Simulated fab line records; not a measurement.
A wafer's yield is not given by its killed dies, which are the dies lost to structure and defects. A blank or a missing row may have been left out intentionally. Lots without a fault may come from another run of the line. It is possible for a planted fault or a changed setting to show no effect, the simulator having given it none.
fab line records | flow sky130
record: lots: 6 | wafers: 18 | lastDay: 50
route steps=708 shown SONOS_TUNNEL@165 SONOS_ONO@168 PAD_OPEN@708
lots that met no fault: taken from a fault-free run of the same line
startH: hours from the record's first day to the start of the lot's first wafer shown | waitH: hours elapsed since this lot's preceding step | " the same as in the row above | L1.1+2: several wafers, shown together as one row | - value missing, or start not given | * or withheld: withheld | < > ~ a bound
route shown NAME@n: NAME is a module with steps in the file, n the number in the route of the first one | usual: the fault-free wafers' mean and standard deviation | same: alike in all rows | chamber/n: place in a boat | sites: each site's reading | _std_site: standard deviation across them | _edge_site: inner sites' mean taken away from outer sites' mean | radiusMm: how far each site lies from the wafer's centre | mask NAME#n: copy n | behind: the last tool/chamber to shape the wafer | hold: what put the lot on hold/how long, in hours/how the hold closed | device: which transistor (n, p or np) failed to switch | end of line: tests run on the same wafers once the route is complete | where a step has no rows: the recipe by itself | killed: count of dies lost to structure and defects at first sort (not the wafer's yield) | map: per-die view of a wafer (x killed, . not killed, _ where there is no die)
set.NAME: the setting the step ran with; set.NAME@STEP: the setting that earlier step ran with | model.NAME: the simulator's own value behind a step, which no gauge read
a table for each step, a row for each wafer; lots at some steps of the route
== steps ==
step: SKY_SONOS_TUNNEL_STRIP_11
recipe: chemistry: SPM | timeS: 600 | tempC: 130
step: SKY_SONOS_TUNNEL_TW_MEAS_12
usual: SONOS_TUNNEL_TW: 196.1/0.9
lot.wafer | tool         | chamber | startH | waitH | SONOS_TUNNEL_TW
L335.1    | filmMetro-02 | -       | 260.32 | 0.0   | 196.1
L335.4    | "            | -       | "      | "     | 196.1
L335.5    | "            | -       | "      | "     | 196.6
L344.1    | filmMetro-02 | -       | 327.07 | 0.0   | 195.1
L344.2    | "            | -       | "      | "     | 195.2
L344.4    | "            | -       | "      | "     | 195.2
L345.3    | filmMetro-02 | -       | 335.78 | 0.0   | 194.9
L345.5    | "            | -       | "      | "     | 194.9
L345.6    | "            | -       | "      | "     | 196.4
L351.2    | filmMetro-03 | -       | 388.22 | 0.0   | 196.4
L351.4    | "            | -       | "      | "     | 196.4
L351.6    | "            | -       | "      | "     | 197.2
L352.2    | filmMetro-02 | -       | 388.56 | 0.0   | 196.8
L352.4    | "            | -       | "      | "     | 196.1
L352.6    | "            | -       | "      | "     | 197.9
L357.3    | filmMetro-04 | -       | 448.67 | 0.0   | 196.0
L357.5    | "            | -       | "      | "     | 194.3
L357.6    | "            | -       | "      | "     | 195.7
step: SKY_SONOS_TUNNEL_CLEAN_13
recipe: chemistry: dHF | timeS: 20 | dilution: 100:1 | dry: ipaMarangoni
step: SKY_SONOS_ONO_OXIDATION_00
recipe: tempC: 800 | ambient: O2 | idleTempC: 700 | rampUpCPerMin: 10 | rampDownCPerMin: 3 | stabiliseS: 600 | purgeS: 300 | targetThkA: 26 | oxTimeS: 1249
step: SKY_SONOS_ONO_THK_MEAS_01
recipe: reads: SiO2_of_SONOS_ONO_OXIDATION_00
usual: SONOS_ONO_OXIDATION_THK: 2.59/0.048
lot.wafer | tool         | chamber | startH | waitH | SONOS_ONO_OXIDATION_THK[nm]
L335.1    | filmMetro-01 | -       | 262.66 | 0.0   | 2.64
L335.4    | "            | -       | "      | "     | 2.61
L335.5    | "            | -       | "      | "     | 2.57
L344.1    | filmMetro-01 | -       | 329.07 | 0.0   | 2.57
L344.2    | "            | -       | "      | "     | 2.62
L344.4    | "            | -       | "      | "     | 2.56
L345.3    | filmMetro-01 | -       | 337.52 | 0.0   | 2.67
L345.5    | "            | -       | "      | "     | 2.66
L345.6    | "            | -       | "      | "     | 2.69
L351.2    | filmMetro-03 | -       | 390.17 | 0.0   | 2.59
L351.4    | "            | -       | "      | "     | 2.68
L351.6    | "            | -       | "      | "     | 2.57
L352.2    | filmMetro-01 | -       | 390.17 | 0.0   | 2.60
L352.4    | "            | -       | "      | "     | 2.53
L352.6    | "            | -       | "      | "     | 2.59
L357.3    | filmMetro-04 | -       | 450.18 | 0.0   | 2.52
L357.5    | "            | -       | "      | "     | 2.62
L357.6    | "            | -       | "      | "     | 2.55
step: SKY_SONOS_ONO_CVD_02
recipe: material: Si3N4 | precursor: DCS/NH3 | targetThkNm: 10.5 | tempC: 770 | timeS: 180 | pressureMtorr: 250
step: SKY_SONOS_ONO_THK_MEAS_03
recipe: reads: Si3N4_of_SONOS_ONO_CVD_02
usual: SONOS_ONO_CVD_02_THK: 10.55/0.12
lot.wafer | tool         | chamber | startH | waitH | SONOS_ONO_CVD_02_THK[nm]
L335.1    | filmMetro-03 | -       | 265.44 | 0.0   | 10.46
L335.4    | "            | -       | "      | "     | 10.37
L335.5    | "            | -       | "      | "     | 10.46
L344.1    | filmMetro-03 | -       | 330.62 | 0.0   | 10.53
L344.2    | "            | -       | "      | "     | 10.43
L344.4    | "            | -       | "      | "     | 10.50
L345.3    | filmMetro-04 | -       | 340.15 | 0.0   | 10.57
L345.5    | "            | -       | "      | "     | 10.54
L345.6    | "            | -       | "      | "     | 10.55
L351.2    | filmMetro-03 | -       | 393.01 | 0.0   | 10.48
L351.4    | "            | -       | "      | "     | 10.65
L351.6    | "            | -       | "      | "     | 10.52
L352.2    | filmMetro-04 | -       | 393.01 | 0.0   | 10.57
L352.4    | "            | -       | "      | "     | 10.51
L352.6    | "            | -       | "      | "     | 10.69
L357.3    | filmMetro-01 | -       | 451.29 | 0.0   | 10.52
L357.5    | "            | -       | "      | "     | 10.67
L357.6    | "            | -       | "      | "     | 10.59
step: SKY_SONOS_ONO_CVD_04
recipe: material: SiO2 | precursor: SiH4/N2O | targetThkNm: 5.7199 | tempC: 900 | pressureMtorr: 400
step: SKY_SONOS_ONO_THK_MEAS_05
recipe: reads: SiO2_of_SONOS_ONO_CVD_04
usual: SONOS_ONO_CVD_04_THK: 5.76/0.12
lot.wafer | tool         | chamber | startH | waitH | SONOS_ONO_CVD_04_THK[nm]
L335.1    | filmMetro-03 | -       | 266.75 | 0.0   | 5.68
L335.4    | "            | -       | "      | "     | 5.67
L335.5    | "            | -       | "      | "     | 5.51
L344.1    | filmMetro-03 | -       | 331.93 | 0.0   | 6.00
L344.2    | "            | -       | "      | "     | 5.90
L344.4    | "            | -       | "      | "     | 5.81
L345.3    | filmMetro-01 | -       | 341.46 | 0.0   | 5.80
L345.5    | "            | -       | "      | "     | 5.85
L345.6    | "            | -       | "      | "     | 5.73
L351.2    | filmMetro-04 | -       | 394.32 | 0.0   | 5.82
L351.4    | "            | -       | "      | "     | 5.70
L351.6    | "            | -       | "      | "     | 5.73
L352.2    | filmMetro-04 | -       | 395.57 | 0.0   | 5.84
L352.4    | "            | -       | "      | "     | 5.84
L352.6    | "            | -       | "      | "     | 5.97
L357.3    | filmMetro-04 | -       | 452.60 | 0.0   | 5.60
L357.5    | "            | -       | "      | "     | 5.75
L357.6    | "            | -       | "      | "     | 5.66
step: SKY_SONOS_ONO_DEHYDRATE_06
recipe: tempC: 200 | timeS: 60
step: SKY_SONOS_ONO_HMDS_07
recipe: primeTimeS: 60 | primeTempC: 120
step: SKY_SONOS_ONO_COAT_08
recipe: resist: NOVOLAK | spinRpm: 3000 | resistThkNm: 1140
step: SKY_SONOS_ONO_SOFTBAKE_09
recipe: tempC: 90 | timeS: 60 | resist: NOVOLAK
usual: heaterPowerTotalW: 56.59/0.043 | runLengthS: 88.97/0.17
lot.wafer | tool          | chamber | startH | waitH | heaterPowerTotalW | runLengthS
L335.1    | lithoTrack-02 | 0       | 279.10 | 0.1   | 56.61             | 89.13
L335.4    | "             | 0       | "      | "     | 56.59             | 89.13
L335.5    | "             | 0       | "      | "     | 56.56             | 89.30
L344.1    | lithoTrack-01 | 0       | 345.38 | 0.1   | 60.69             | 77.21
L344.2    | "             | 0       | "      | "     | 60.64             | 77.34
L344.4    | "             | 0       | "      | "     | 60.61             | 77.27
L345.3    | lithoTrack-01 | 0       | 354.53 | 0.1   | 60.59             | 77.52
L345.5    | "             | 0       | "      | "     | 60.66             | 77.32
L345.6    | "             | 0       | "      | "     | 60.62             | 77.51
L351.2    | lithoTrack-02 | 0       | 408.97 | 0.1   | 56.54             | 89.10
L351.4    | "             | 0       | "      | "     | 56.58             | 89.09
L351.6    | "             | 0       | "      | "     | 56.64             | 89.26
L352.2    | lithoTrack-02 | 0       | 410.22 | 0.1   | 56.59             | 89.14
L352.4    | "             | 0       | "      | "     | 56.64             | 89.20
L352.6    | "             | 0       | "      | "     | 56.63             | 89.14
L357.3    | lithoTrack-01 | 0       | 467.88 | 0.1   | 56.67             | 88.94
L357.5    | "             | 0       | "      | "     | 56.63             | 88.80
L357.6    | "             | 0       | "      | "     | 56.61             | 89.08
step: SKY_SONOS_ONO_EXPOSE_10
recipe: maskId: ONOM | targetCdNm: 410 | na: 0.6 | sourceShape: conventional | sigmaOuter: 0.6 | doseMj: 150
step: SKY_PAD_OPEN_PROBE_99
usual: killed_at_M0_to_M3: 45/6.8 | killed_at_M4_up: 3.0/1.7 | killedAtContacts: 25/5.7 | killedAtFrontEnd: 15/4.6 | killedAtOther: 0.3/0.66 | killedDies: 88/9.5 | killedOpen: 48/7.3 | killedShort: 39/6.5
same: grossDies: 492 | killedAtBackSide: 0
lot.wafer | tool      | chamber | startH  | waitH | killed_at_M0_to_M3 | killed_at_M4_up | killedAtContacts | killedAtFrontEnd | killedAtOther | killedDies | killedOpen | killedShort
L335.1    | prober-02 | -       | 1081.84 | 0.1   | 56                 | 4               | 32               | 7                | 0             | 99         | 57         | 42
L335.4    | prober-02 | -       | 1081.99 | 0.2   | 53                 | 1               | 24               | 16               | 0             | 94         | 59         | 35
L335.5    | prober-02 | -       | 1082.04 | 0.2   | 45                 | 2               | 24               | 19               | 0             | 90         | 44         | 46
L344.1    | prober-02 | -       | 1133.27 | 0.1   | 48                 | 2               | 22               | 12               | 0             | 84         | 48         | 36
L344.2    | prober-02 | -       | 1133.32 | 0.1   | 37                 | 5               | 30               | 12               | 0             | 84         | 45         | 38
L344.4    | prober-02 | -       | 1133.42 | 0.2   | 38                 | 3               | 26               | 15               | 0             | 82         | 43         | 38
L345.3    | prober-01 | -       | 1139.55 | 0.2   | 44                 | 3               | 26               | 23               | 0             | 96         | 51         | 45
L345.5    | prober-01 | -       | 1139.65 | 0.2   | 44                 | 5               | 25               | 12               | 1             | 87         | 56         | 31
L345.6    | prober-01 | -       | 1139.70 | 0.2   | 49                 | 3               | 29               | 16               | 1             | 98         | 56         | 42
L351.2    | prober-01 | -       | 1172.75 | 0.1   | 46                 | 7               | 19               | 11               | 0             | 83         | 30         | 53
L351.4    | prober-01 | -       | 1172.85 | 0.2   | 37                 | 2               | 27               | 16               | 1             | 83         | 45         | 38
L351.6    | prober-01 | -       | 1172.95 | 0.2   | 48                 | 2               | 25               | 8                | 0             | 83         | 47         | 36
L352.2    | prober-02 | -       | 1174.86 | 0.1   | 43                 | 2               | 24               | 14               | 1             | 84         | 47         | 36
L352.4    | prober-02 | -       | 1174.96 | 0.2   | 57                 | 4               | 27               | 13               | 0             | 101        | 67         | 34
L352.6    | prober-02 | -       | 1175.06 | 0.2   | 54                 | 2               | 15               | 10               | 1             | 82         | 42         | 39
L357.3    | prober-02 | -       | 1205.91 | 0.2   | 50                 | 5               | 32               | 10               | 1             | 98         | 50         | 48
L357.5    | prober-02 | -       | 1206.01 | 0.2   | 30                 | 1               | 30               | 28               | 0             | 89         | 52         | 37
L357.6    | prober-02 | -       | 1206.06 | 0.2   | 48                 | 1               | 23               | 16               | 0             | 88         | 41         | 47
killed by level:class
L335.1 VIA1:geometricParticle:open=20 CONTACT:geometricParticle:open=12 VIA1:geometricParticle:short=11 LI_CONTACT:geometricParticle:open=9 VIA2:geometricParticle:open=7 LOCAL_INTERCONNECT:geometricParticle:short=5 CONTACT:geometricParticle:short=5 METAL1:geometricParticle:short=5
L335.4 VIA1:geometricParticle:open=14 LI_CONTACT:geometricParticle:open=11 VIA2:geometricParticle:open=9 METAL2:geometricParticle:short=8 VIA3:geometricParticle:open=7 CONTACT:geometricParticle:open=6 METAL1:geometricParticle:short=5 LOCAL_INTERCONNECT:geometricParticle:short=4
L335.5 VIA1:geometricParticle:open=11 CONTACT:geometricParticle:open=10 FIELD_ISO:geometricParticle:short=7 METAL2:geometricParticle:short=6 LI_CONTACT:geometricParticle:open=6 VIA2:geometricParticle:short=6 VIA2:geometricParticle:open=6 LI_CONTACT:geometricParticle:short=5
L344.1 VIA1:geometricParticle:open=11 CONTACT:geometricParticle:open=9 VIA3:geometricParticle:open=8 VIA2:geometricParticle:open=7 LI_CONTACT:geometricParticle:open=6 METAL2:geometricParticle:short=6 VIA1:geometricParticle:short=5 METAL3:geometricParticle:short=4
L344.2 CONTACT:geometricParticle:open=10 LI_CONTACT:geometricParticle:open=7 VIA1:geometricParticle:open=7 VIA2:geometricParticle:open=6 LOCAL_INTERCONNECT:geometricParticle:short=5 FIELD_ISO:geometricParticle:short=4 LI_CONTACT:geometricParticle:short=4 METAL1:geometricParticle:short=4
L344.4 CONTACT:geometricParticle:open=12 METAL1:geometricParticle:short=10 VIA3:geometricParticle:open=8 LI_CONTACT:geometricParticle:open=6 VIA1:geometricParticle:short=6 FIELD_ISO:geometricParticle:open=4 POLY_GATE:geometricParticle:short=4 LOCAL_INTERCONNECT:geometricParticle:short=4
L345.3 LI_CONTACT:geometricParticle:open=9 VIA1:geometricParticle:open=9 POLY_GATE:geometricParticle:short=6 CONTACT:geometricParticle:open=6 VIA2:geometricParticle:open=6 FIELD_ISO:geometricParticle:open=5 POLY_GATE:geometricParticle:open=5 CONTACT:geometricParticle:short=5
L345.5 VIA1:geometricParticle:open=15 CONTACT:geometricParticle:open=13 VIA3:geometricParticle:open=7 CONTACT:geometricParticle:short=6 LI_CONTACT:geometricParticle:open=5 METAL1:geometricParticle:short=5 VIA2:geometricParticle:open=5 POLY_GATE:geometricParticle:short=4
L345.6 VIA2:geometricParticle:open=10 CONTACT:geometricParticle:open=10 CONTACT:geometricParticle:short=8 LI_CONTACT:geometricParticle:open=7 VIA1:geometricParticle:open=7 METAL1:geometricParticle:short=6 METAL2:geometricParticle:short=6 VIA2:geometricParticle:short=6
L351.2 METAL1:geometricParticle:short=7 METAL4:geometricParticle:short=7 VIA1:geometricParticle:short=7 VIA3:geometricParticle:open=7 CONTACT:geometricParticle:short=6 METAL2:geometricParticle:short=6 VIA3:geometricParticle:short=5 CONTACT:geometricParticle:open=5
L351.4 CONTACT:geometricParticle:open=11 LI_CONTACT:geometricParticle:open=7 VIA3:geometricParticle:open=6 VIA3:geometricParticle:short=5 LI_CONTACT:geometricParticle:short=5 METAL1:geometricParticle:short=5 VIA1:geometricParticle:open=5 VIA2:geometricParticle:open=5
L351.6 VIA2:geometricParticle:open=13 VIA1:geometricParticle:open=11 LI_CONTACT:geometricParticle:open=7 CONTACT:geometricParticle:open=7 VIA1:geometricParticle:short=6 LOCAL_INTERCONNECT:geometricParticle:short=5 VIA3:geometricParticle:open=5 POLY_GATE:geometricParticle:short=4
L352.2 VIA1:geometricParticle:open=12 LI_CONTACT:geometricParticle:open=7 CONTACT:geometricParticle:open=7 VIA2:geometricParticle:open=6 POLY_GATE:geometricParticle:open=5 CONTACT:geometricParticle:short=5 VIA1:geometricParticle:short=5 METAL2:geometricParticle:short=5
L352.4 LI_CONTACT:geometricParticle:open=16 VIA1:geometricParticle:open=13 VIA3:geometricParticle:open=10 CONTACT:geometricParticle:open=7 VIA1:geometricParticle:short=7 METAL2:geometricParticle:short=7 FIELD_ISO:geometricParticle:open=5 METAL1:geometricParticle:short=5
L352.6 VIA1:geometricParticle:open=9 VIA2:geometricParticle:open=9 METAL2:geometricParticle:short=9 VIA3:geometricParticle:open=7 VIA1:geometricParticle:short=5 VIA3:geometricParticle:short=5 LI_CONTACT:geometricParticle:open=4 CONTACT:geometricParticle:short=4
L357.3 CONTACT:geometricParticle:open=10 VIA1:geometricParticle:open=10 LI_CONTACT:geometricParticle:open=9 VIA2:geometricParticle:open=9 METAL1:geometricParticle:short=7 VIA1:geometricParticle:short=7 LOCAL_INTERCONNECT:geometricParticle:short=6 VIA2:geometricParticle:short=5
L357.5 CONTACT:geometricParticle:open=14 POLY_GATE:geometricParticle:open=12 VIA3:geometricParticle:open=7 LI_CONTACT:geometricParticle:short=6 VIA1:geometricParticle:open=6 FIELD_ISO:geometricParticle:short=5 POLY_GATE:geometricParticle:short=5 CONTACT:geometricParticle:short=4
L357.6 METAL1:geometricParticle:short=11 VIA1:geometricParticle:open=9 LI_CONTACT:geometricParticle:open=7 METAL2:geometricParticle:short=7 LOCAL_INTERCONNECT:geometricParticle:short=6 CONTACT:geometricParticle:open=6 VIA3:geometricParticle:open=6 POLY_GATE:geometricParticle:short=5
== key ==
firstSign: step: SKY_SONOS_ONO_SOFTBAKE_09 | reading: heaterPowerTotalW | direction: up | sigmas: 94 | usual: * | struck: *
effect: step: SKY_SONOS_ONO_SOFTBAKE_09 | reading: runLengthS | direction: down | sigmas: 69 | usual: * | struck: *
metAt SKY_SONOS_ONO_SOFTBAKE_09
struckWafers L344.1,L344.2,L344.4,L345.3,L345.5,L345.6
testerLeftOut L344,L345
fault: kind: processParameterDrift | tool: lithoTrack-01 | chamber: - | onsetH: 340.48 | steps: SKY_SONOS_ONO_SOFTBAKE_09 | channel: timeS | offset: * | shape: step | endH: 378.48 | actsIn: * | stated: *
testerLeftOut: of these lots the tester's yield and bins aren't shown, on N5 and GAA mostly nor the transistor test; their killed dies are dies lost to structure and defects alone, not to doping, threshold or leakage, so they don't give the yield
